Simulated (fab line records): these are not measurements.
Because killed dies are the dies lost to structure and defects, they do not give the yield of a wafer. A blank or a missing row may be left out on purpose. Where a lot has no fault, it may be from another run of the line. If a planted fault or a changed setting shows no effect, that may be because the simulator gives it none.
2 desks looking at one fault    flow gf180mcu    each desk holds nothing but its own numbers, with what lay behind them at the end

## AT THE TOOL OWNER'S DESK: cvd w-02
The tool's own readings at GF_V4_CVD_23 (deposits W, target thk 350 nm, time 104.9 s): means of the sampled wafers that have a number, for each lot that ran on this tool. Marked OUT: a lot whose mean sits more than 4 standard deviations from the usual mean, which makes it out of limits; the brackets give that distance.
Columns: A = heater power w at GF_V4_CVD_23, usual 827 W
lot   first seen here  A
L895  day 25 02:56     870
L898  day 26 10:44     798
L900  day 27 02:47     791
L910  day 29 20:14     793
L911  day 30 02:50     801
L916  day 31 09:49     889
This desk's verdict: no lot among the 6 shows anything out of limits.

## FROM THE METROLOGY DESK
What the gauges read, lot by lot, whatever tool the lot ran on: means of the sampled wafers that have a number. Marked OUT: a lot whose mean sits more than 4 standard deviations from the usual mean, which makes it out of limits; the brackets give that distance.
Columns: A = V4_CVD_02_THK at GF_V4_THK_MEAS_03, usual 850 nm; B = V4_BOW at GF_V4_BOW_MEAS_05, usual 135 um; C = V4_W_RS at GF_V4_RS_MEAS_24, usual 0.328 ohm/sq; D = V4_W_THK at GF_V4_THK_MEAS_25, usual 334 nm
lot   first seen here  A    B    C                        D
L895  day 24 03:45     852  131  0.325                    337
L898  day 25 12:26     858  126  0.323                    339
L900  day 26 04:20     841  144  0.328                    334
L901  day 26 07:34     856  140  0.328                    333
L902  day 26 18:13     844  136  0.327                    336
L903  day 27 03:52     852  135  0.332                    328
L904  day 27 11:42     851  133  0.329                    331
L906  day 27 21:08     836  127  0.333                    329
L910  day 28 23:35     856  130  0.328                    335
L911  day 29 07:04     854  146  0.785 (+99 or more) OUT  144 (-47) OUT
L915  day 30 08:27     842  123  0.329                    330
L916  day 30 14:36     854  128  0.761 (+99 or more) OUT  148 (-46) OUT
This desk reports L911, L916 out of limits; the earliest was L911 at day 30 02:57 (V4_W_RS at GF_V4_RS_MEAS_24). Within limits: L895, L898, L900, L901, L902, L903, L904, L906, L910, L915.

## TAKEN TOGETHER
The metrology desk could have raised an alarm at day 30 02:57, on L911, L916.
The desk of the tool owner found nothing out of limits.
On record at the tool owner's desk: L911, L916, within its limits.
Of the lots named, all ran GF_V4_CVD_23 on cvd w-02.

## WHAT THE SIMULATOR HAD INSERTED
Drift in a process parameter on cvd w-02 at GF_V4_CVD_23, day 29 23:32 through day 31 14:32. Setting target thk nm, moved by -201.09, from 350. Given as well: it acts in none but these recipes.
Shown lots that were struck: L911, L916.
Per desk, hours elapsed from the start of the fault to the first reading out of limits: for the metrology desk, 3.
